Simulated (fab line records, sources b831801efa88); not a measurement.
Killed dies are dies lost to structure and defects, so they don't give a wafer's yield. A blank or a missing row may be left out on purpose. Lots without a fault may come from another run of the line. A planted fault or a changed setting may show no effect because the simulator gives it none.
A struck lot beside a sound one | flow sky130 | 15 steps out of a route of 708
Sound: wafers L460.1, L460.5, L460.6. Struck: wafer L478.6. (L478.4 of the same lot was not struck and is left out.) The cause comes at the end.
At each step with rows: each side's tool, then ch and its chambers, then its first start. Under that, the readings that differ: sound wafers | struck wafers | difference of the means | sigmas: that difference in standard deviations of wafers without a fault.
alike: readings whose means differ by less than 2 such deviations, and words and numbers that are the same on both sides. not compared: withheld readings, readings that some wafer has no value for, bounds like >300 that may hide the same value, and numbers for which the record gives no deviation and whose values overlap.
The two part at a step that has a row with sigmas, a row that says differs or no value, or rows on one side only. Numbers that don't overlap but have no deviation are shown without sigmas and don't part them. A reading that every wafer of one side lacks parts them only if that side has two wafers or more.

first, 8 steps without rows for these wafers: SKY_FIELD_ISO_DEHYDRATE_05 (time 60 s); SKY_FIELD_ISO_HMDS_06 (prime time 60 s); SKY_FIELD_ISO_COAT_07 (resist thk 60 nm); SKY_FIELD_ISO_COAT_08 (resist thk 450 nm); SKY_FIELD_ISO_SOFTBAKE_09 (time 90 s); SKY_FIELD_ISO_EXPOSE_10 (exposes mask FOM, target cd 150 nm); SKY_FIELD_ISO_PEB_11; SKY_FIELD_ISO_DEVELOP_12 (develop time 60 s).
SKY_FIELD_ISO_CD_MEAS_13: target cd 150 nm.
  sound on cd_sem-01, day 2 21:02; struck on cd_sem-02, day 6 13:16
  alike: cd_nm
SKY_FIELD_ISO_ETCH_14: etches BARC in N2/H2, stops on SiO2, time 45.9 s, target depth 60 nm.
  sound on rie_diel-04 ch 0,3, day 2 21:09; struck on rie_diel-01 ch 0, day 6 13:20
  alike: drypump_motor_current_A, h2_flow_sccm, oes_product_au, run_length_s, throttle_valve_pct
  not compared: rf_hours_counter_h
SKY_FIELD_ISO_ETCH_15: etches the open film in CHF3/O2, stops on Si, target depth 180 nm, time 72 s.
  sound on rie_diel-04 ch 0,3, day 2 21:11; struck on rie_diel-01 ch 0, day 6 13:22
  alike: drypump_motor_current_A, oes_product_au, run_length_s, throttle_valve_pct
  not compared: rf_hours_counter_h
SKY_FIELD_ISO_STRIP_16: strips in O2/N2.
  sound on plasma_asher-01 ch 0,1, day 2 21:15; struck on plasma_asher-04 ch 0, day 6 13:28
  alike: drypump_motor_current_A, oes_product_au, strip_time_to_endpoint_s
  not compared: rf_hours_counter_h
SKY_FIELD_ISO_ETCH_17: etches Si in HBr/Cl2/O2, target depth 342 nm, time 97.7 s.
  sound on rie_si-01 ch 0,2,3, day 2 21:21; struck on rie_si-01 ch 3, day 6 13:32
  reading                               | sound                | struck | difference | sigmas
  oes_product_au (a.u.)                 | 1.019 1.015 1.017    | 0.995  | -0.022     | -3
  run_length_s (s)                      | 125.6 126.6 125.7    | 138.4  | +12.4      | +31
  throttle_valve_pct (%)                | 25.640 25.652 25.647 | 25.668 | +0.022     | +2
  model.FIELD_ISO.feature_depth_nm (nm) | 348.3 347.4 351.4    | 382    | +33        |
  model.etch.depth_nm (nm)              | 348.3 347.4 351.4    | 382    | +33        |
  alike: drypump_motor_current_A
  not compared: rf_hours_counter_h
then, 1 step without rows for these wafers: SKY_FIELD_ISO_WET_ETCH_18 (etches Si3N4 in H3PO4, target depth 25 nm, time 286 s).
-- the record jumps here: 43 days lie between the struck wafers' starts before and after (it left off in module FIELD_ISO and takes up again in module PAD_OPEN, whose first step shown is number 708 of the route) --
SKY_PAD_OPEN_PROBE_99:
  sound on prober-01, day 46 12:53; struck on prober-01, day 50 01:19
  reading                                 | sound                         | struck    | difference | sigmas
  killed_at_front_end                     | 21 23 18                      | 11        | -10        | -2
  model.etest.res_p_drift_20v.line_ohm_um | 1.156e+04 1.16e+04 1.185e+04  | 2.036e+04 | +8.690e+03 |
  model.etest.res_p_drift_20v.rs_ohm_sq   | 9831 9696 9880                | 1.704e+04 | +7.238e+03 |
  model.etest.pfet_16v.r_on_ohm_um        | 1.517e+04 1.507e+04 1.526e+04 | 1.837e+04 | +3.203e+03 |
  model.etest.res_iso_pwell.rs_ohm_sq     | 3189 3160 3234                | 5205      | +2011      |
  model.etest.res_iso_pwell.line_ohm_um   | 1193 1197 1222                | 1980      | +776       |
  model.etest.nfet_16v.r_on_ohm_um        | 1.42e+04 1.418e+04 1.42e+04   | 1.433e+04 | +1.367e+02 |
  model.etest.res_nwell.line_ohm_um       | 1118 1105 1116                | 1244      | +131       |
  model.etest.res_nwell.rs_ohm_sq         | 924.8 926.7 945.3             | 1083      | +151       |
  alike: killed_at_M0_to_M3, killed_at_M4_up, killed_at_contacts, killed_at_other, killed_dies, killed_open, killed_short

WHERE THEY PART
First at SKY_FIELD_ISO_ETCH_17; last, within this record, at SKY_PAD_OPEN_PROBE_99.

WHY: what the simulator had put in
Process parameter drift: rie_si-01, from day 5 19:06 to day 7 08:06, at SKY_FIELD_ISO_ETCH_17. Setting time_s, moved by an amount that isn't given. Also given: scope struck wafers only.
